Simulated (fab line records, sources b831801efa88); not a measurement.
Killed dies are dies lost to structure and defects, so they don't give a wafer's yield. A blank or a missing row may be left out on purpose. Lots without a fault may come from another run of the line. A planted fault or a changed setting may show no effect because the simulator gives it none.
Tool commonality check | flow gf180mcu | 12 lots, 42 wafers sampled

WHY IT WAS OPENED
At GF_VT_IMPLANT_RS_MEAS_46 the reading MVSD_RS is flagged on 2 of 12 lots. Wafers without a fault read 456.5 ohm/sq, standard deviation 1.
Rule: a lot is flagged when every wafer of it that has a number lies more than 4 standard deviations from that mean, or none has a number. The other lots count as sound.

lot  | measured     | on            | MVSD_RS (ohm/sq), wafer by wafer    | flag
L544 | day 7 16:17  | film_metro-01 | 456.0 456.7 457.6                   |
L545 | day 8 11:44  | film_metro-01 | 456.1 456.7 456.3                   |
L548 | day 8 18:51  | film_metro-01 | 457.1 457.0 457.3                   |
L550 | day 9 03:28  | film_metro-04 | 455.3 455.5 455.7                   |
L549 | day 9 05:20  | film_metro-01 | 456.3 456.3 457.1                   |
L555 | day 10 10:24 | film_metro-03 | 457.1 458.8 456.9                   |
L558 | day 11 11:40 | film_metro-01 | 454.6 455.1 454.9                   |
L559 | day 11 15:10 | film_metro-03 | 443.0 444.6 444.3 443.6 443.6 443.1 | FLAGGED
L562 | day 12 11:25 | film_metro-01 | 445.9 444.4 445.2 445.6 444.6 445.8 | FLAGGED
L563 | day 12 19:06 | film_metro-01 | 459.0 459.0 457.9                   |
L564 | day 13 01:53 | film_metro-03 | 455.7 454.8 455.0                   |
L565 | day 13 09:33 | film_metro-03 | 455.1 456.0 455.4                   |
The numbers of the flagged lots are 444.5 ohm/sq on average: -12.0 ohm/sq against the usual, or -12 standard deviations.

WHICH TOOL RAN EACH LOT
The record holds 1 process step before the reading, out of a route of 602 steps. In each cell: the tool, then ch and the chambers that the sampled wafers went through, then the start.
lot  | flag    | GF_MVSD_IMPLANT_09
L544 |         | implanter-01 ch 0, day 4 13:51
L545 |         | implanter-02 ch 0, day 5 06:46
L548 |         | implanter-02 ch 0, day 5 13:12
L550 |         | implanter-03 ch 0, day 5 20:20
L549 |         | implanter-01 ch 0, day 5 21:54
L555 |         | implanter-01 ch 0, day 7 00:18
L558 |         | implanter-01 ch 0, day 7 21:50
L559 | FLAGGED | implanter-02 ch 0, day 8 00:47
L562 | FLAGGED | implanter-02 ch 0, day 8 18:17
L563 |         | implanter-01 ch 0, day 8 23:46
L564 |         | implanter-03 ch 0, day 9 05:24
L565 |         | implanter-01 ch 0, day 9 12:14
What these steps do:
- GF_MVSD_IMPLANT_09
- GF_VT_IMPLANT_RS_MEAS_46: measures by four-point-probe.

FLAGGED OVER TOTAL, TOOL BY TOOL (the gauges that took the reading come last)
step                     | tool          | lots run | flagged | share of the flagged lots | sound lots run after its first flagged lot
GF_MVSD_IMPLANT_09       | implanter-01  | 6        | 0       | none                      | -
GF_MVSD_IMPLANT_09       | implanter-02  | 4        | 2       | all                       | 0
GF_MVSD_IMPLANT_09       | implanter-03  | 2        | 0       | none                      | -
GF_VT_IMPLANT_RS_MEAS_46 | film_metro-01 | 7        | 1       | some                      | 1 (L563)
GF_VT_IMPLANT_RS_MEAS_46 | film_metro-03 | 4        | 1       | some                      | 2 (L564,L565)
GF_VT_IMPLANT_RS_MEAS_46 | film_metro-04 | 1        | 0       | none                      | -

WHAT THE TABLE ALLOWS
1 row of the table ran every flagged lot: implanter-02 at GF_MVSD_IMPLANT_09.
- implanter-02 at GF_MVSD_IMPLANT_09: 2 of its 4 lots flagged. Its last sound lot is L548 (day 5 13:12), its first flagged lot L559 (day 8 00:47): a fault that began between those two fits. Its own readings lie more than 4 standard deviations out on every wafer of the flagged lots: beam_on_s, faraday_current_uA.
One tool is left: implanter-02 at GF_MVSD_IMPLANT_09.

WHAT THE SIMULATOR HAD PUT IN
Process parameter drift: implanter-02, from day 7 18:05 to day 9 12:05, at GF_MVSD_IMPLANT_09. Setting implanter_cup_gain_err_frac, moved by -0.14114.
Lots struck among those shown: L559, L562. The rule above found the same.
